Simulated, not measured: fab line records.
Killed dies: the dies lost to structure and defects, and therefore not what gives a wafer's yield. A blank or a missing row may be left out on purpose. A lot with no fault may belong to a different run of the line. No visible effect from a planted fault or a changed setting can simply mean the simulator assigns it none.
The tool behind it: which one? + flow gf180mcu + Sampling: 13 lots, 39 wafers, 4 of 602 route steps

== WHAT EACH GAUGE READ, for each wafer ==
GF_HV_LDD_TW_MEAS_23.
| lot  | measured     | on            | HV_LDD_2_TW    |
|------|--------------|---------------|----------------|
| L365 | day 10 18:49 | film-metro-03 | 1050 1054 1043 |
| L366 | day 11 01:01 | film-metro-04 | 1058 1062 1055 |
| L367 | day 11 07:11 | film-metro-03 | 1050 1049 1050 |
| L369 | day 12 02:41 | film-metro-03 | 1040 1041 1045 |
| L370 | day 12 09:34 | film-metro-03 | 1042 1045 1042 |
| L371 | day 12 13:23 | film-metro-01 | 1045 1047 1046 |
| L375 | day 14 01:22 | film-metro-03 | 1047 1046 1040 |
| L379 | day 15 05:29 | film-metro-03 | 1050 1044 1052 |
| L382 | day 16 03:20 | film-metro-03 | 1050 1046 1043 |
| L383 | day 16 09:14 | film-metro-01 | 1053 1045 1050 |
| L384 | day 16 19:09 | film-metro-04 | 1053 1048 1050 |
| L385 | day 17 01:07 | film-metro-01 | 1053 1055 1054 |
| L386 | day 17 05:26 | film-metro-03 | 1048 1049 1052 |

GF_PSD_RS_MEAS_15: a four-point-probe measurement.
| lot  | measured     | on            | PSD_RS (ohm/sq)   |
|------|--------------|---------------|-------------------|
| L365 | day 14 03:19 | film-metro-03 | 108.3 108.2 108.3 |
| L366 | day 14 11:52 | film-metro-02 | 108.6 109.1 108.5 |
| L367 | day 14 22:40 | film-metro-03 | 108.2 108.1 108.2 |
| L369 | day 15 19:08 | film-metro-03 | 108.9 108.6 108.9 |
| L370 | day 16 01:16 | film-metro-02 | 108.2 108.4 108.8 |
| L371 | day 16 04:31 | film-metro-03 | 108.7 108.8 108.8 |
| L375 | day 17 21:44 | film-metro-04 | 108.1 108.4 108.4 |
| L379 | day 19 06:20 | film-metro-03 | 108.7 109.1 108.8 |
| L382 | day 20 05:53 | film-metro-04 | 108.5 108.5 108.4 |
| L383 | day 20 09:45 | film-metro-04 | 108.7 108.7 108.5 |
| L384 | day 20 21:22 | film-metro-03 | 108.7 108.8 108.5 |
| L385 | day 21 06:32 | film-metro-02 | 108.0 108.2 108.3 |
| L386 | day 21 09:17 | film-metro-02 | 109.4 109.0 108.7 |

== TOOL THAT RAN EACH LOT (tool first, then ch and the chambers of the sampled wafers, then the start) ==
| lot  | GF_DNWELL_STRIP_08                  | GF_MVSD_EXPOSE_04                  |
|------|-------------------------------------|------------------------------------|
| L365 | plasma-asher-02 ch 0,1, day 2 18:07 | iline-stepper-02 ch 0, day 4 03:25 |
| L366 | plasma-asher-04 ch 0,1, day 2 23:12 | iline-stepper-02 ch 0, day 4 07:30 |
| L367 | plasma-asher-04 ch 0,1, day 3 04:46 | iline-stepper-01 ch 0, day 4 14:16 |
| L369 | plasma-asher-04 ch 0,1, day 3 18:46 | iline-stepper-02 ch 0, day 5 05:33 |
| L370 | plasma-asher-01 ch 0,1, day 3 21:40 | iline-stepper-02 ch 0, day 5 09:09 |
| L371 | plasma-asher-01 ch 0,1, day 4 01:39 | iline-stepper-02 ch 0, day 5 13:18 |
| L375 | plasma-asher-02 ch 0,1, day 5 02:27 | iline-stepper-02 ch 0, day 6 16:43 |
| L379 | plasma-asher-04 ch 0,1, day 5 22:10 | iline-stepper-02 ch 0, day 7 13:25 |
| L382 | plasma-asher-01 ch 0,1, day 6 12:40 | iline-stepper-01 ch 0, day 8 05:20 |
| L383 | plasma-asher-02 ch 1, day 6 18:04   | iline-stepper-01 ch 0, day 8 11:01 |
| L384 | plasma-asher-01 ch 0,1, day 6 23:19 | iline-stepper-02 ch 0, day 8 16:34 |
| L385 | plasma-asher-02 ch 0,1, day 7 04:52 | iline-stepper-02 ch 0, day 8 22:21 |
| L386 | plasma-asher-02 ch 0, day 7 09:18   | iline-stepper-01 ch 0, day 9 02:35 |
- GF_DNWELL_STRIP_08: strips in O2/N2.
- GF_MVSD_EXPOSE_04: exposes mask MVSD, target cd 1000 nm.

== AS READ BY THE TOOLS THEMSELVES (means over the sampled wafers that have a number; for cases with no such wafer, the mark the record gives instead) ==
GF_DNWELL_STRIP_08.
| lot  | tool            | drypump-motor-current-A (A) | heater-power-w (W) | oes-product-au (a.u.) | strip-time-to-endpoint-s (s) |
|------|-----------------|-----------------------------|--------------------|-----------------------|------------------------------|
| L365 | plasma-asher-02 | 5.7                         | 363                | 0.722                 | 37.07                        |
| L366 | plasma-asher-04 | 5.0                         | 301                | 0.725                 | 36.96                        |
| L367 | plasma-asher-04 | 5.1                         | 330                | 0.720                 | 36.87                        |
| L369 | plasma-asher-04 | 5.1                         | 329                | 0.723                 | 36.97                        |
| L370 | plasma-asher-01 | 5.3                         | 276                | 0.717                 | 36.94                        |
| L371 | plasma-asher-01 | 5.3                         | 275                | 0.721                 | 36.97                        |
| L375 | plasma-asher-02 | 5.7                         | 367                | 0.725                 | 36.89                        |
| L379 | plasma-asher-04 | 5.1                         | 329                | 0.719                 | 36.88                        |
| L382 | plasma-asher-01 | 5.1                         | 270                | 0.726                 | 37.01                        |
| L383 | plasma-asher-02 | 5.5                         | 387                | 0.725                 | 36.94                        |
| L384 | plasma-asher-01 | 5.1                         | 276                | 0.725                 | 36.95                        |
| L385 | plasma-asher-02 | 5.9                         | 331                | 0.722                 | 37.14                        |
| L386 | plasma-asher-02 | 6.1                         | 299                | 0.726                 | 36.84                        |

GF_MVSD_EXPOSE_04.
| lot  | tool             | reticle-temp-C (C) |
|------|------------------|--------------------|
| L365 | iline-stepper-02 | 22.98              |
| L366 | iline-stepper-02 | 22.88              |
| L367 | iline-stepper-01 | 23.02              |
| L369 | iline-stepper-02 | 22.89              |
| L370 | iline-stepper-02 | 22.97              |
| L371 | iline-stepper-02 | 23.09              |
| L375 | iline-stepper-02 | 22.96              |
| L379 | iline-stepper-02 | 22.93              |
| L382 | iline-stepper-01 | 22.95              |
| L383 | iline-stepper-01 | 22.88              |
| L384 | iline-stepper-02 | 23.07              |
| L385 | iline-stepper-02 | 23.03              |
| L386 | iline-stepper-01 | 22.93              |

== THE ANSWER, worked out from the rows above alone ==
Rule: the lots themselves supply what counts as usual. Put in order of their means at a reading, lots are off if they are a third of the lots or fewer, leave a main group of 4 or more, and stand apart from it by a gap of 3 or more times the standard deviation of the main group's means; of several such gaps the widest counts. If all means in a main group match to the digits the tables above print for the reading, that group is not used. Also off: a lot with no number at a reading for which 4 or more lots have one. Any other lot the step has rows for is counted as sound. After the gauges, taken in route order, come the tools' own readings; for these a lot's mean is taken, as printed above. At the first step where some lot is off, the reading lying furthest off is the one used; lots without a number count as furthest.
Across all readings shown, no lot is off: no conclusion can be drawn from this.

== WHAT THE SIMULATOR PUT IN ==
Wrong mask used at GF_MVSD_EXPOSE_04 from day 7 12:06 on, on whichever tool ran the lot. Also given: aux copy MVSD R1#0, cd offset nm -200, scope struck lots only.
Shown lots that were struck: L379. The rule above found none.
